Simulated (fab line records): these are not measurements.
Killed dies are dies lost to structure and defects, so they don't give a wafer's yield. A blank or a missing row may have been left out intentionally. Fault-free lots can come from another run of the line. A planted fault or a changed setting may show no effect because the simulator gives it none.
fab line records	flow sky130
record: lots: 14	wafers: 42	lastDay: 51
route steps=708 shown LI_CONTACT@362 PAD_OPEN@708
lots that met no fault: taken from a fault-free run of the same line
startH: hours from the record's opening day to when the first of the lot's shown wafers began	waitH: hours elapsed since this lot's preceding step	" same as the row above	L1.1+2: a row that stands for several wafers	- no value, or no start given	* or withheld: withheld	< > ~ a bound
route shown NAME@n: names a module that has steps shown in the file, with the first one's number in the route	usual: mean/standard deviation of fault-free wafers	same: alike in all rows	chamber/n: place in a boat	sites: the reading at each site	_std_site: standard deviation of those values	_edge_site: mean of outer sites minus mean of inner sites	radiusMm: for every site, how far away it sits from the centre of the wafer	mask NAME#n: copy n	behind: the last tool/chamber to shape the wafer	hold: cause of the lot's hold/its duration in hours/its outcome	device: transistor that didn't switch, given as n, p or np	end of line: tests run on the same wafers once the route is complete	a step with no rows: only its recipe	killed: at the first sort, the dies lost to defects and structure; wafer yield is something else	map: dies across one wafer; x = killed, . = not, _ = none there
set.NAME: the setting as run; set.NAME@STEP: as run at that earlier step	model.NAME: the simulator's own value behind a step, which no gauge read
the route's steps for a sample of lots (tables are steps, rows are wafers)
services: when a tool's chamber went out of use (startH, in hours from the record's first day, below 0 if earlier), for how many hours, and the reason
== steps ==
step: SKY_LI_CONTACT_HDPCVD_00
recipe: material: PSG	targetThkNm: 930	sigmaOpenFrac: 0.3	timeS: 155	tempC: 600	sih4FlowSccm: 60	pressureMtorr: 6
usual: runLengthS: 182.8/0.48
lot.wafer	tool	chamber	startH	waitH	runLengthS
L853.2	hdpcvd-01	1	662.49	0.0	182.3
L853.3	"	2	"	"	182.1
L853.6	"	0	"	"	182.6
L854.1	hdpcvd-02	2	669.73	0.0	183.7
L854.2	"	1	"	"	182.9
L854.6	"	2	"	"	183.6
L858.2	hdpcvd-02	1	706.99	0.0	183.2
L858.3	"	2	"	"	183.6
L858.6	"	1	"	"	182.9
L860.2	hdpcvd-01	0	714.74	0.0	182.9
L860.3	"	2	"	"	182.6
L860.5	"	1	"	"	183.3
L861.1	hdpcvd-02	2	726.24	0.0	184.0
L861.2	"	0	"	"	182.9
L861.6	"	1	"	"	182.8
L862.2	hdpcvd-02	0	737.76	0.0	182.8
L862.3	"	2	"	"	183.4
L862.6	"	2	"	"	183.6
L863.1	hdpcvd-01	0	745.39	0.0	183.1
L863.2	"	2	"	"	182.4
L863.4	"	0	"	"	182.6
L864.1	hdpcvd-02	1	749.24	0.0	182.6
L864.2	"	0	"	"	182.2
L864.5	"	0	"	"	182.9
L866.2	hdpcvd-02	0	765.02	0.0	168.8
L866.3	"	2	"	"	183.6
L866.4	"	0	"	"	168.7
L865.1	hdpcvd-01	1	768.12	0.0	182.3
L865.2	"	0	"	"	182.7
L865.3	"	2	"	"	182.6
L869.1	hdpcvd-02	2	786.67	0.0	183.9
L869.2	"	0	"	"	168.4
L869.6	"	0	"	"	168.4
L874.1	hdpcvd-01	1	827.29	0.0	182.9
L874.2	"	0	"	"	182.5
L874.5	"	1	"	"	182.2
L873.1	hdpcvd-01	2	831.63	0.0	182.6
L873.3	"	1	"	"	182.2
L873.4	"	2	"	"	182.4
L876.2	hdpcvd-02	2	842.07	0.0	183.9
L876.3	"	1	"	"	183.3
L876.5	"	0	"	"	182.4
step: SKY_LI_CONTACT_THK_MEAS_01
recipe: reads: PSG_of_LI_CONTACT_HDPCVD_00
usual: LI_CONTACT_HDPCVD_THK: 924/9.7
lot.wafer	tool	chamber	startH	waitH	LI_CONTACT_HDPCVD_THK[nm]
L853.2	filmMetro-01	-	662.60	0.1	919
L853.3	"	-	"	"	923
L853.6	"	-	"	"	928
L854.1	filmMetro-02	-	669.84	0.1	924
L854.2	"	-	"	"	911
L854.6	"	-	"	"	915
L858.2	filmMetro-03	-	707.10	0.1	930
L858.3	"	-	"	"	927
L858.6	"	-	"	"	936
L860.2	filmMetro-03	-	714.85	0.1	929
L860.3	"	-	"	"	937
L860.5	"	-	"	"	932
L861.1	filmMetro-02	-	726.34	0.1	920
L861.2	"	-	"	"	932
L861.6	"	-	"	"	930
L862.2	filmMetro-03	-	737.87	0.1	907
L862.3	"	-	"	"	907
L862.6	"	-	"	"	910
L863.1	filmMetro-02	-	745.49	0.1	919
L863.2	"	-	"	"	922
L863.4	"	-	"	"	922
L864.1	filmMetro-02	-	749.34	0.1	918
L864.2	"	-	"	"	917
L864.5	"	-	"	"	916
L866.2	filmMetro-02	-	765.13	0.1	843
L866.3	"	-	"	"	916
L866.4	"	-	"	"	843
L865.1	filmMetro-01	-	768.23	0.1	933
L865.2	"	-	"	"	907
L865.3	"	-	"	"	918
L869.1	filmMetro-02	-	786.78	0.1	913
L869.2	"	-	"	"	843
L869.6	"	-	"	"	839
L874.1	filmMetro-03	-	827.39	0.1	926
L874.2	"	-	"	"	912
L874.5	"	-	"	"	943
L873.1	filmMetro-02	-	831.74	0.1	931
L873.3	"	-	"	"	919
L873.4	"	-	"	"	931
L876.2	filmMetro-03	-	842.18	0.1	920
L876.3	"	-	"	"	915
L876.5	"	-	"	"	911
step: SKY_LI_CONTACT_CMP_02
recipe: material: PSG	downForcePsi: 4	platenRpm: 60	padVelocityMS: 0.94248
usual: motorCurrentA: 11.5/1.3	timeToEndpointS: 32.0/2
lot.wafer	tool	chamber	startH	waitH	motorCurrentA	timeToEndpointS
L853.2	cmp-02	2	662.70	0.1	11.9	32.1
L853.3	"	0	"	"	12.5	29.7
L853.6	"	2	"	"	11.7	33.6
L854.2	cmp-02	3	669.90	0.0	12.7	32.5
L854.1	"	0	"	"	12.2	31.7
L854.6	"	3	"	"	13.0	35.4
L858.2	cmp-01	1	707.20	0.1	11.2	29.0
L858.3	"	2	"	"	12.5	31.4
L858.6	"	0	"	"	9.4	33.9
L860.2	cmp-01	0	714.95	0.1	9.7	32.1
L860.3	"	2	"	"	11.9	35.9
L860.5	"	3	"	"	10.7	34.5
L861.1	cmp-02	1	726.40	0.1	10.1	32.0
L861.2	"	2	"	"	12.1	33.1
L861.6	"	1	"	"	9.6	33.2
L862.3	cmp-02	2	737.92	0.0	12.3	31.1
L862.2	"	1	"	"	9.1	27.8
L862.6	"	2	"	"	11.4	29.4
L863.4	cmp-01	2	745.55	0.0	12.2	33.3
L863.2	"	3	"	"	11.3	33.9
L863.1	"	1	"	"	11.9	32.0
L864.2	cmp-01	3	749.45	0.1	10.6	28.7
L864.1	"	1	"	"	11.7	31.1
L864.5	"	2	"	"	12.5	29.2
L866.4	cmp-02	0	765.18	0.0	12.6	22.1
L866.3	"	1	"	"	10.1	32.8
L866.2	"	3	"	"	12.3	24.4
L865.3	cmp-02	1	768.29	0.0	10.0	28.2
L865.2	"	2	"	"	12.4	29.6
L865.1	"	3	"	"	12.3	33.8
L869.2	cmp-02	2	786.94	0.1	12.2	25.1
L869.1	"	3	"	"	12.6	30.5
L869.6	"	1	"	"	9.2	19.9
L874.2	cmp-01	0	827.45	0.0	9.5	26.5
L874.1	"	1	"	"	11.3	29.5
L874.5	"	0	"	"	9.3	28.8
L873.3	cmp-01	1	831.80	0.0	11.8	33.1
L873.4	"	2	"	"	12.6	32.0
L873.1	"	3	"	"	10.7	34.4
L876.2	cmp-02	2	842.28	0.1	11.7	30.6
L876.3	"	0	"	"	13.1	31.0
L876.5	"	2	"	"	12.1	33.7
step: SKY_PAD_OPEN_PROBE_99
usual: killed_at_M0_to_M3: 44/6.9	killed_at_M4_up: 3.1/1.7	killedAtContacts: 25/5.6	killedAtFrontEnd: 14/4.3	killedAtOther: 0.3/0.51	killedDies: 86/9.8	killedOpen: 47/6.5	killedShort: 39/6.6
same: grossDies: 492	killedAtBackSide: 0
lot.wafer	tool	chamber	startH	waitH	killed_at_M0_to_M3	killed_at_M4_up	killedAtContacts	killedAtFrontEnd	killedAtOther	killedDies	killedOpen	killedShort
L858.2	prober-01	-	1125.12	0.1	32	3	30	9	0	74	44	30
L858.3	prober-01	-	1125.17	0.2	47	5	23	10	1	86	36	50
L858.6	prober-01	-	1125.32	0.2	40	3	17	11	1	72	46	26
L860.2	prober-01	-	1131.49	0.1	44	7	18	19	1	89	43	46
L860.3	prober-01	-	1131.54	0.2	42	2	33	27	1	105	51	54
L860.5	prober-01	-	1131.64	0.2	47	2	26	21	0	96	50	46
L861.1	prober-02	-	1140.72	0.1	50	5	23	18	0	96	58	38
L861.2	prober-02	-	1140.77	0.1	46	5	18	18	1	88	48	40
L861.6	prober-02	-	1140.97	0.2	35	3	20	13	0	71	44	27
L863.1	prober-02	-	1154.87	0.1	48	4	24	10	0	86	47	39
L863.2	prober-02	-	1154.92	0.1	37	7	20	11	0	75	31	44
L863.4	prober-02	-	1155.02	0.2	54	3	15	17	0	89	45	44
L866.2	prober-02	-	1166.52	0.1	41	3	23	18	0	85	43	42
L866.3	prober-02	-	1166.57	0.2	42	3	37	15	1	98	51	47
L866.4	prober-02	-	1166.62	0.2	36	3	26	15	0	80	46	34
L869.1	prober-02	-	1181.77	0.1	37	2	25	19	1	84	45	39
L869.2	prober-02	-	1181.82	0.1	48	5	20	14	1	88	42	46
L869.6	prober-02	-	1182.02	0.2	61	6	20	12	0	99	60	39
L873.1	prober-02	-	1208.66	0.1	39	2	24	19	0	84	47	37
L873.3	prober-02	-	1208.76	0.2	43	5	22	14	0	84	47	37
L873.4	prober-02	-	1208.81	0.2	26	6	32	14	0	78	44	34
L876.2	prober-02	-	1214.58	0.1	51	2	18	14	0	85	38	47
L876.3	prober-02	-	1214.63	0.2	51	2	25	19	0	97	43	54
L876.5	prober-02	-	1214.73	0.2	40	1	20	17	1	79	42	37
killed by level:class
L858.2 CONTACT:geometricParticle:open=15 VIA1:geometricParticle:open=9 VIA3:geometricParticle:open=6 LOCAL_INTERCONNECT:geometricParticle:short=5 METAL3:geometricParticle:short=5 LI_CONTACT:geometricParticle:open=4 METAL2:geometricParticle:short=4 FIELD_ISO:geometricParticle:short=3
L858.3 VIA2:geometricParticle:open=9 VIA1:geometricParticle:open=6 CONTACT:geometricParticle:open=6 LI_CONTACT:geometricParticle:open=5 CONTACT:geometricParticle:short=5 METAL1:geometricParticle:short=5 VIA3:geometricParticle:short=5 VIA1:geometricParticle:short=5
L858.6 VIA1:geometricParticle:open=11 VIA3:geometricParticle:open=8 CONTACT:geometricParticle:open=8 FIELD_ISO:geometricParticle:short=4 VIA2:geometricParticle:open=4 LI_CONTACT:geometricParticle:open=4 POLY_GATE:geometricParticle:open=3 LOCAL_INTERCONNECT:geometricParticle:short=3
L860.2 VIA1:geometricParticle:open=15 CONTACT:geometricParticle:open=11 VIA1:geometricParticle:short=9 METAL2:geometricParticle:short=7 METAL1:geometricParticle:short=6 METAL4:geometricParticle:short=6 POLY_GATE:geometricParticle:open=5 FIELD_ISO:geometricParticle:short=4
L860.3 VIA1:geometricParticle:open=12 CONTACT:geometricParticle:open=12 LI_CONTACT:geometricParticle:open=8 POLY_GATE:geometricParticle:short=7 FIELD_ISO:geometricParticle:open=7 VIA1:geometricParticle:short=7 FIELD_ISO:geometricParticle:short=5 LOCAL_INTERCONNECT:geometricParticle:short=5
L860.5 METAL1:geometricParticle:short=10 FIELD_ISO:geometricParticle:open=8 LI_CONTACT:geometricParticle:open=8 VIA1:geometricParticle:open=8 VIA3:geometricParticle:open=7 CONTACT:geometricParticle:open=7 VIA1:geometricParticle:short=6 FIELD_ISO:geometricParticle:short=4
L861.1 VIA2:geometricParticle:open=13 VIA1:geometricParticle:open=11 CONTACT:geometricParticle:open=8 POLY_GATE:geometricParticle:open=7 LI_CONTACT:geometricParticle:open=7 VIA3:geometricParticle:open=6 VIA1:geometricParticle:short=6 FIELD_ISO:geometricParticle:open=4
L861.2 VIA1:geometricParticle:open=12 POLY_GATE:geometricParticle:open=9 VIA1:geometricParticle:short=7 VIA3:geometricParticle:open=7 METAL1:geometricParticle:short=6 CONTACT:geometricParticle:open=5 FIELD_ISO:geometricParticle:open=4 LI_CONTACT:geometricParticle:open=4
L861.6 VIA3:geometricParticle:open=10 VIA2:geometricParticle:open=8 VIA1:geometricParticle:open=6 CONTACT:geometricParticle:open=6 FIELD_ISO:geometricParticle:open=5 POLY_GATE:geometricParticle:short=4 LOCAL_INTERCONNECT:geometricParticle:short=4 METAL1:geometricParticle:short=4
L863.1 CONTACT:geometricParticle:open=12 VIA1:geometricParticle:short=10 VIA2:geometricParticle:open=8 VIA1:geometricParticle:open=7 METAL1:geometricParticle:short=6 METAL2:geometricParticle:short=6 VIA3:geometricParticle:open=4 LI_CONTACT:geometricParticle:open=4
L863.2 METAL2:geometricParticle:short=10 CONTACT:geometricParticle:open=9 VIA1:geometricParticle:short=9 LOCAL_INTERCONNECT:geometricParticle:short=5 VIA1:geometricParticle:open=5 POLY_GATE:geometricParticle:open=4 METAL4:geometricParticle:short=4 CONTACT:geometricParticle:short=3
L863.4 VIA1:geometricParticle:open=16 VIA3:geometricParticle:open=6 METAL1:geometricParticle:short=6 VIA1:geometricParticle:short=6 LI_CONTACT:geometricParticle:open=5 CONTACT:geometricParticle:short=5 VIA2:geometricParticle:open=5 FIELD_ISO:geometricParticle:short=4
L866.2 CONTACT:geometricParticle:open=8 VIA1:geometricParticle:open=8 FIELD_ISO:geometricParticle:short=6 CONTACT:geometricParticle:short=5 LI_CONTACT:geometricParticle:open=5 VIA2:geometricParticle:short=5 VIA2:geometricParticle:open=5 FIELD_ISO:geometricParticle:open=4
L866.3 CONTACT:geometricParticle:open=14 CONTACT:geometricParticle:short=9 VIA1:geometricParticle:open=9 LI_CONTACT:geometricParticle:open=8 METAL1:geometricParticle:short=8 METAL2:geometricParticle:short=5 VIA3:geometricParticle:open=5 METAL3:geometricParticle:short=4
L866.4 CONTACT:geometricParticle:open=11 LI_CONTACT:geometricParticle:open=7 VIA2:geometricParticle:open=6 VIA1:geometricParticle:short=6 FIELD_ISO:geometricParticle:short=5 VIA1:geometricParticle:open=5 LOCAL_INTERCONNECT:geometricParticle:short=4 METAL1:geometricParticle:open=4
L869.1 VIA3:geometricParticle:open=9 LI_CONTACT:geometricParticle:open=8 CONTACT:geometricParticle:open=7 LOCAL_INTERCONNECT:geometricParticle:short=5 FIELD_ISO:geometricParticle:open=4 FIELD_ISO:geometricParticle:short=4 CONTACT:geometricParticle:short=4 VIA1:geometricParticle:open=4
L869.2 CONTACT:geometricParticle:open=10 METAL1:geometricParticle:short=9 VIA2:geometricParticle:open=8 VIA1:geometricParticle:open=7 VIA1:geometricParticle:short=5 METAL2:geometricParticle:short=5 FIELD_ISO:geometricParticle:short=4 CONTACT:geometricParticle:short=4
L869.6 VIA2:geometricParticle:open=12 CONTACT:geometricParticle:open=11 VIA1:geometricParticle:open=10 VIA3:geometricParticle:open=8 METAL1:geometricParticle:short=7 VIA2:geometricParticle:short=5 METAL3:geometricParticle:short=4 METAL4:geometricParticle:short=4
L873.1 VIA1:geometricParticle:open=14 LI_CONTACT:geometricParticle:open=9 FIELD_ISO:geometricParticle:open=8 FIELD_ISO:geometricParticle:short=7 VIA2:geometricParticle:open=6 LI_CONTACT:geometricParticle:short=5 CONTACT:geometricParticle:open=5 CONTACT:geometricParticle:short=5
L873.3 VIA1:geometricParticle:open=10 VIA1:geometricParticle:short=9 CONTACT:geometricParticle:open=8 METAL2:geometricParticle:short=6 VIA2:geometricParticle:open=6 LI_CONTACT:geometricParticle:open=6 FIELD_ISO:geometricParticle:short=4 POLY_GATE:geometricParticle:open=4
L873.4 CONTACT:geometricParticle:open=9 CONTACT:geometricParticle:short=7 LI_CONTACT:geometricParticle:open=6 VIA2:geometricParticle:open=6 VIA1:geometricParticle:open=5 METAL2:geometricParticle:short=5 FIELD_ISO:geometricParticle:open=4 LOCAL_INTERCONNECT:geometricParticle:short=4
L876.2 VIA2:geometricParticle:open=12 METAL1:geometricParticle:short=9 METAL2:geometricParticle:short=7 POLY_GATE:geometricParticle:short=6 VIA3:geometricParticle:open=6 CONTACT:geometricParticle:open=6 CONTACT:geometricParticle:short=6 VIA1:geometricParticle:short=6
L876.3 VIA1:geometricParticle:open=12 CONTACT:geometricParticle:open=11 METAL2:geometricParticle:short=9 CONTACT:geometricParticle:short=6 POLY_GATE:geometricParticle:short=5 LOCAL_INTERCONNECT:geometricParticle:short=5 METAL1:geometricParticle:short=5 VIA1:geometricParticle:short=5
L876.5 VIA2:geometricParticle:open=11 VIA1:geometricParticle:open=8 FIELD_ISO:geometricParticle:short=7 CONTACT:geometricParticle:open=7 VIA3:geometricParticle:open=5 LI_CONTACT:geometricParticle:open=5 VIA1:geometricParticle:short=5 METAL2:geometricParticle:short=5
== services ==
tool	chamber	startH	hours	kind
hdpcvd-02	-	650.75	15.0	pm
hdpcvd-02	0	650.75	15.0	ventCycle
hdpcvd-02	1	650.75	15.0	ventCycle
hdpcvd-02	2	650.75	15.0	ventCycle
cmp-01	-	653.91	28.9	repair
hdpcvd-02	0	665.75	-	clean
hdpcvd-02	1	665.75	-	clean
hdpcvd-02	2	665.75	-	clean
hdpcvd-02	2	677.10	3.4	repair
cmp-02	-	686.09	1.6	repair
cmp-01	-	725.74	1.3	repair
hdpcvd-02	-	743.88	2.0	repair
cmp-02	-	744.00	4.0	pm
cmp-02	-	748.00	-	consumableReplace:conditioner
cmp-02	-	748.00	-	consumableReplace:pad
cmp-02	-	776.81	1.8	repair
cmp-02	-	777.54	2.0	repair
cmp-01	-	779.03	1.8	repair
cmp-01	-	811.63	5.2	pm
== key ==
firstSign: step: SKY_LI_CONTACT_HDPCVD_00	reading: runLengthS	direction: down	sigmas: 30	usual: *	struck: *
effect: step: SKY_LI_CONTACT_THK_MEAS_01	reading: LI_CONTACT_HDPCVD_THK	direction: down	sigmas: 8.5	usual: 924	struck: 842
effect: step: SKY_LI_CONTACT_CMP_02	reading: timeToEndpointS	direction: down	sigmas: 4.6	usual: *	struck: *
metAt SKY_LI_CONTACT_HDPCVD_00
struckLots L866,L869
struckWafers L866.2,L866.4,L869.2,L869.6
testerLeftOut L866,L869
onsetBetween 749.24 765.02
fault: kind: processParameterDrift	tool: hdpcvd-02	chamber: 0	onsetH: 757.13	steps: SKY_LI_CONTACT_HDPCVD_00	channel: timeS	offset: *	shape: step	endH: 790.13	actsIn: *	stated: *
testerLeftOut: of these lots the tester's yield and bins aren't shown, on N5 and GAA mostly nor the transistor test; their killed dies are dies lost to structure and defects alone, not to doping, threshold or leakage, so they don't give the yield
